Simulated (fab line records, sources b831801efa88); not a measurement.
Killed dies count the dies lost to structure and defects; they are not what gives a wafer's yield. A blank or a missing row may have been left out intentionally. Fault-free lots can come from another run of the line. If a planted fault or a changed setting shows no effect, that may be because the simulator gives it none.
What tool caused it? | flow gf180mcu | 12 lots, 36 wafers sampled, at 5 steps of a route of 602

== WHAT THE GAUGES SHOWED, per wafer ==
GF_M5_OVL_MEAS_08. Usual: for M5_OVL the level is 0 nm and the standard deviation is 4.8.
lot  | measured     | on         | M5_OVL (nm) | flag
L770 | day 26 00:59 | overlay-02 | 0 -6 -1     |
L771 | day 26 17:11 | overlay-02 | 5 5 1       |
L772 | day 26 21:19 | overlay-01 | 3 -1 0      |
L774 | day 27 12:28 | overlay-01 | -4 2 -1     |
L775 | day 27 22:01 | overlay-01 | -1 4 4      |
L778 | day 28 20:47 | overlay-02 | 4 6 1       |
L780 | day 29 12:04 | overlay-02 | -2 -3 -4    |
L781 | day 29 20:32 | overlay-01 | 3 3 -7      |
L788 | day 31 17:56 | overlay-02 | 4 5 9       |
L791 | day 32 09:22 | overlay-02 | -3 1 1      |
L792 | day 32 13:34 | overlay-02 | 6 -4 2      |
L793 | day 32 22:07 | overlay-01 | 1 1 -2      |

GF_V5_OVL_MEAS_15. Usual: for V5_OVL the level is -3 nm and the standard deviation is 4.5.
lot  | measured     | on         | V5_OVL (nm) | flag
L770 | day 26 22:52 | overlay-01 | -1 1 -1     |
L771 | day 27 15:05 | overlay-02 | 4 -4 -9     |
L772 | day 27 18:46 | overlay-02 | -4 4 8      |
L774 | day 28 09:59 | overlay-02 | -3 -8 -3    |
L775 | day 28 19:04 | overlay-02 | -8 -11 -11  |
L778 | day 29 16:56 | overlay-02 | 2 6 2       |
L780 | day 30 07:31 | overlay-02 | 0 1 -5      |
L781 | day 30 16:40 | overlay-02 | -7 -8 0     |
L788 | day 32 11:58 | overlay-01 | 81 78 79    | OFF
L791 | day 33 02:31 | overlay-02 | 70 68 71    | OFF
L792 | day 33 07:41 | overlay-02 | -5 -6 -7    |
L793 | day 33 15:14 | overlay-01 | 1 3 1       |

GF_TOP_METAL_RS_MEAS_05: uses a four-point probe to measure. Usual: for TOP_METAL_ALCU_RS the level is 0.0328 ohm/sq and the standard deviation is 0.00032.
lot  | measured     | on            | TOP_METAL_ALCU_RS (ohm/sq) | flag
L770 | day 27 00:33 | film-metro-03 | 0.0327 0.0328 0.0324       |
L771 | day 27 16:47 | film-metro-02 | 0.0330 0.0324 0.0330       |
L772 | day 27 20:23 | film-metro-03 | 0.0332 0.0332 0.0331       |
L774 | day 28 11:37 | film-metro-03 | 0.0332 0.0328 0.0333       |
L775 | day 28 20:43 | film-metro-02 | 0.0332 0.0333 0.0331       |
L778 | day 29 18:37 | film-metro-03 | 0.0323 0.0327 0.0323       |
L780 | day 30 09:12 | film-metro-02 | 0.0323 0.0329 0.0324       |
L781 | day 30 18:18 | film-metro-01 | 0.0332 0.0327 0.0329       |
L788 | day 32 13:38 | film-metro-01 | 0.0328 0.0333 0.0328       |
L791 | day 33 04:08 | film-metro-03 | 0.0329 0.0331 0.0334       |
L792 | day 33 09:25 | film-metro-03 | 0.0322 0.0326 0.0326       |
L793 | day 33 16:56 | film-metro-03 | 0.0328 0.0332 0.0335       |

== TOOL THAT RAN EACH LOT (tool first, then ch and the chambers of the sampled wafers, then the start) ==
lot  | GF_M5_STRIP_11                       | GF_V5_EXPOSE_11
L770 | plasma-asher-02 ch 0, day 26 01:09   | krf-scanner-02 ch 0, day 26 12:44
L771 | plasma-asher-02 ch 0,1, day 26 17:21 | krf-scanner-02 ch 0, day 27 05:04
L772 | plasma-asher-03 ch 0,1, day 26 21:29 | krf-scanner-02 ch 0, day 27 09:04
L774 | plasma-asher-03 ch 0,1, day 27 12:38 | krf-scanner-02 ch 0, day 28 00:17
L775 | plasma-asher-01 ch 0, day 27 22:11   | krf-scanner-01 ch 0, day 28 09:39
L778 | plasma-asher-01 ch 0,1, day 28 20:59 | krf-scanner-02 ch 0, day 29 07:54
L780 | plasma-asher-01 ch 0,1, day 29 12:14 | krf-scanner-02 ch 0, day 29 22:44
L781 | plasma-asher-03 ch 0,1, day 29 20:42 | krf-scanner-01 ch 0, day 30 07:32
L788 | plasma-asher-03 ch 0,1, day 31 18:08 | krf-scanner-02 ch 0, day 32 03:55
L791 | plasma-asher-03 ch 0,1, day 32 09:32 | krf-scanner-02 ch 0, day 32 18:38
L792 | plasma-asher-03 ch 0,1, day 32 13:44 | krf-scanner-01 ch 0, day 32 23:36
L793 | plasma-asher-03 ch 0,1, day 32 22:17 | krf-scanner-01 ch 0, day 33 07:22
- GF_M5_STRIP_11: strips in O2/N2.
- GF_V5_EXPOSE_11: exposes mask Via5, target cd 260 nm.

== WHAT THE TOOLS THEMSELVES READ (means of the sampled wafers that have a number; where no wafer has one, the mark that the record gives instead) ==
GF_M5_STRIP_11. Usual: drypump-motor-current-A 5.8 A, standard deviation 0.41; heater-power-w 353 W, standard deviation 42; oes-product-au 0.543 a.u., standard deviation 0.0053; strip-time-to-endpoint-s 7.51 s, standard deviation 0.04.
lot  | tool            | drypump-motor-current-A (A) | heater-power-w (W) | oes-product-au (a.u.) | strip-time-to-endpoint-s (s) | flag
L770 | plasma-asher-02 | 6.0                         | 282                | 0.547                 | 7.55                         |
L771 | plasma-asher-02 | 5.9                         | 325                | 0.539                 | 7.54                         |
L772 | plasma-asher-03 | 6.0                         | 378                | 0.544                 | 7.53                         |
L774 | plasma-asher-03 | 5.6                         | 365                | 0.547                 | 7.54                         |
L775 | plasma-asher-01 | 5.5                         | 366                | 0.542                 | 7.53                         |
L778 | plasma-asher-01 | 5.6                         | 331                | 0.541                 | 7.48                         |
L780 | plasma-asher-01 | 5.6                         | 350                | 0.544                 | 7.49                         |
L781 | plasma-asher-03 | 6.0                         | 389                | 0.543                 | 7.53                         |
L788 | plasma-asher-03 | 5.6                         | 360                | 0.541                 | 7.50                         |
L791 | plasma-asher-03 | 5.6                         | 357                | 0.541                 | 7.47                         |
L792 | plasma-asher-03 | 6.0                         | 381                | 0.547                 | 7.52                         |
L793 | plasma-asher-03 | 5.6                         | 363                | 0.543                 | 7.52                         |

GF_V5_EXPOSE_11. Usual: focus-offset-nm reads 0.0 nm (standard deviation 0.57).
lot  | tool           | focus-offset-nm (nm) | flag
L770 | krf-scanner-02 | -1.0                 |
L771 | krf-scanner-02 | -0.2                 |
L772 | krf-scanner-02 | 0.5                  |
L774 | krf-scanner-02 | -0.6                 |
L775 | krf-scanner-01 | 0.2                  |
L778 | krf-scanner-02 | -0.0                 |
L780 | krf-scanner-02 | 0.7                  |
L781 | krf-scanner-01 | -0.8                 |
L788 | krf-scanner-02 | -0.2                 |
L791 | krf-scanner-02 | -0.5                 |
L792 | krf-scanner-01 | 0.2                  |
L793 | krf-scanner-01 | -0.6                 |

== THE ANSWER, worked out from the rows above alone ==
Rule: take the mean of a lot's wafers that have a number; if it is more than 3 standard deviations from the usual mean, the lot is off. Also off: a lot with no number at a reading for which 4 or more lots have one. All remaining lots with rows at the step are treated as sound. Order of review: gauges by route order, followed by the tools' own readings, for which a lot's mean as printed above is used. The first step at which some lot is off is used, and at that step the reading that is off furthest; a lot without a number counts as furthest.
Off: L788, L791, at GF_V5_OVL_MEAS_15 (V5_OVL).
A tool fits if, at a process step before that reading, it ran every lot that is off, and no sound lot after the first of them. Those tools and the gauges at GF_V5_OVL_MEAS_15 are tried in the same way. One fits: GF_V5_EXPOSE_11 on krf-scanner-02. A fault onset in the window from L780 (day 29 22:44, its last sound lot) to L788 (day 32 03:55, its first lot off) fits.

== WHAT HAD BEEN PUT IN BY THE SIMULATOR ==
Scanner matching overlay: krf-scanner-02, from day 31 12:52 on, at GF_V5_EXPOSE_11. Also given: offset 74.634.
Lots struck among those shown: L788, L791. This agrees with what the rule above found.
